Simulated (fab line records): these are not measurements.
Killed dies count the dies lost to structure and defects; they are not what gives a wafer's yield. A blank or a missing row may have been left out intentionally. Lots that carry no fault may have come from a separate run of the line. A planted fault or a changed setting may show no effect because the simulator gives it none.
Matching of chambers || flow gf180mcu || GF_PASSIVATION_ETCH_11 on rie-diel-02 has 4 sister chambers
The step etches the open film in CF4/O2, stops on TiN, target depth 1800 nm, time 400 s. 4 wafers are shown with their chamber, then 7 later ones without.

== WAFERS, EACH WITH ITS CHAMBER ==
{"wafer": "L159.1", "chamber": 1, "drypump-motor-current-A (A)": 5.7}
{"wafer": "L161.2", "chamber": 0, "drypump-motor-current-A (A)": 5.3}
{"wafer": "L169.2", "chamber": 2, "drypump-motor-current-A (A)": 5.8}
{"wafer": "L169.4", "chamber": 3, "drypump-motor-current-A (A)": 5.3}

== WAFERS WITHOUT THEIR CHAMBER ==
{"wafer": "L169.5", "drypump-motor-current-A (A)": 5.3}
{"wafer": "L170.1", "drypump-motor-current-A (A)": 5.3}
{"wafer": "L170.2", "drypump-motor-current-A (A)": 5.9}
{"wafer": "L170.6", "drypump-motor-current-A (A)": 5.7}
{"wafer": "L171.1", "drypump-motor-current-A (A)": 5.3}
{"wafer": "L171.4", "drypump-motor-current-A (A)": 5.3}
{"wafer": "L171.5", "drypump-motor-current-A (A)": 5.9}

== CHAMBER TAKEN BY EACH ==
{"wafer": "L169.5", "from the rows above": "can't be placed: 0 or 3", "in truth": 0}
{"wafer": "L170.1", "from the rows above": "can't be placed: 0 or 3", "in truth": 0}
{"wafer": "L170.2", "from the rows above": "can't be placed: 2 or 1", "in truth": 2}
{"wafer": "L170.6", "from the rows above": "can't be placed: 1 or 2", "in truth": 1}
{"wafer": "L171.1", "from the rows above": "can't be placed: 0 or 3", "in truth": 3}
{"wafer": "L171.4", "from the rows above": "can't be placed: 0 or 3", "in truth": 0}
{"wafer": "L171.5", "from the rows above": "can't be placed: 2 or 1", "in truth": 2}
Placed correctly: 0 of 7. From these rows, 7 cannot be placed; in 7 the true chamber is one of the candidates. Number placed wrongly: 0.
How it was worked out, from the rows above alone: a wafer's distance from a chamber is the root of the sum, over the readings, of the square of ((its reading less the chamber's mean) divided by the reading's scatter). The wafer belongs to the nearest chamber; if the next one is less than 2 further off, it can't be placed. Each chamber's mean is taken over the wafers shown for it. The scatter: root of mean squared gap, hidden wafer to nearest shown wafer, with one shown wafer a chamber.
